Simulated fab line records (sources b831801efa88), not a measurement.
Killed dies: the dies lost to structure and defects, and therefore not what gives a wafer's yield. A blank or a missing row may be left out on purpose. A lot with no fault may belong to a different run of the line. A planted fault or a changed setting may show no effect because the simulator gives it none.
What tool caused it?    flow gf180mcu    36 wafers from 12 lots sampled at 3 of the route's 602 steps

WHAT EACH GAUGE READ, for each wafer
GF_V2_CD_MEAS_14 targets a cd of 260 nm.
lot   measured      on         cd_nm (nm)
L075  day 21 00:31  cd_sem-01  261.3 259.2 259.5
L076  day 21 17:14  cd_sem-01  261.9 261.7 262.5
L079  day 22 15:51  cd_sem-01  258.8 258.5 258.8
L081  day 23 05:09  cd_sem-02  259.7 260.0 261.1
L084  day 23 22:38  cd_sem-01  260.4 259.9 258.9
L085  day 24 11:45  cd_sem-02  260.3 259.4 261.3
L087  day 25 09:03  cd_sem-01  260.8 259.0 262.3
L089  day 25 21:59  cd_sem-02  258.9 259.3 259.9
L091  day 26 02:40  cd_sem-02  260.9 259.9 260.7
L094  day 26 19:55  cd_sem-01  259.5 259.5 260.4
L095  day 27 02:12  cd_sem-02  258.0 257.2 257.9
L097  day 27 13:10  cd_sem-01  261.1 261.7 261.9

TOOL THAT RAN EACH LOT (tool first, then ch and the chambers of the sampled wafers, then the start)
lot   GF_CONTACT_ETCH_17                             GF_M1_SPUTTER_03
L075  rie_diel-03 ch 0,2, day 16 21:10 or earlier    pvd_sputter-02, day 16 21:10
L076  rie_diel-02 ch 0,2,3, day 17 13:44 or earlier  pvd_sputter-02, day 17 13:44
L079  rie_diel-03 ch 1,2, day 18 11:51 or earlier    pvd_sputter-01, day 18 11:51
L081  rie_diel-01 ch 2,3, day 19 02:07 or earlier    pvd_sputter-01, day 19 02:07
L084  rie_diel-02 ch 0,1, day 19 20:37 or earlier    pvd_sputter-01, day 19 20:37
L085  rie_diel-02 ch 1,2,3, day 20 12:13 or earlier  pvd_sputter-01, day 20 12:13
L087  rie_diel-03 ch 0,1,2, day 21 11:33 or earlier  pvd_sputter-01, day 21 11:33
L089  rie_diel-01 ch 0,1,3, day 22 01:19 or earlier  pvd_sputter-02, day 22 01:19
L091  rie_diel-02 ch 0,1,3, day 22 06:25 or earlier  pvd_sputter-01, day 22 06:25
L094  rie_diel-01 ch 1,2, day 23 02:24 or earlier    pvd_sputter-04, day 23 02:24
L095  rie_diel-03 ch 1,2,3, day 23 09:07 or earlier  pvd_sputter-02, day 23 09:07
L097  rie_diel-03 ch 0,1,2, day 23 21:18 or earlier  pvd_sputter-02, day 23 21:18
- GF_CONTACT_ETCH_17: etches SiO2 in C4F8/O2/Ar, stops on CoSi2, target depth 860 nm.
- GF_M1_SPUTTER_03: material Ti, target thk 10 nm, time 6.7 s.

THE ANSWER, worked out from the rows above alone
Rule: the lots themselves supply what counts as usual. Put in order of their means at a reading, lots are off if they are a third of the lots or fewer, leave a main group of 4 or more, and stand apart from it by a gap of 3 or more times the standard deviation of the main group's means; of several such gaps the widest counts. A main group whose means are all the same, to the digits that the tables above print for the reading, isn't used. A lot without any number at a reading at which 4 lots or more have one is off too. Any other lot the step has rows for is counted as sound.
Across all readings shown, no lot is off: no conclusion can be drawn from this.

WHAT THE SIMULATOR HAD INSERTED
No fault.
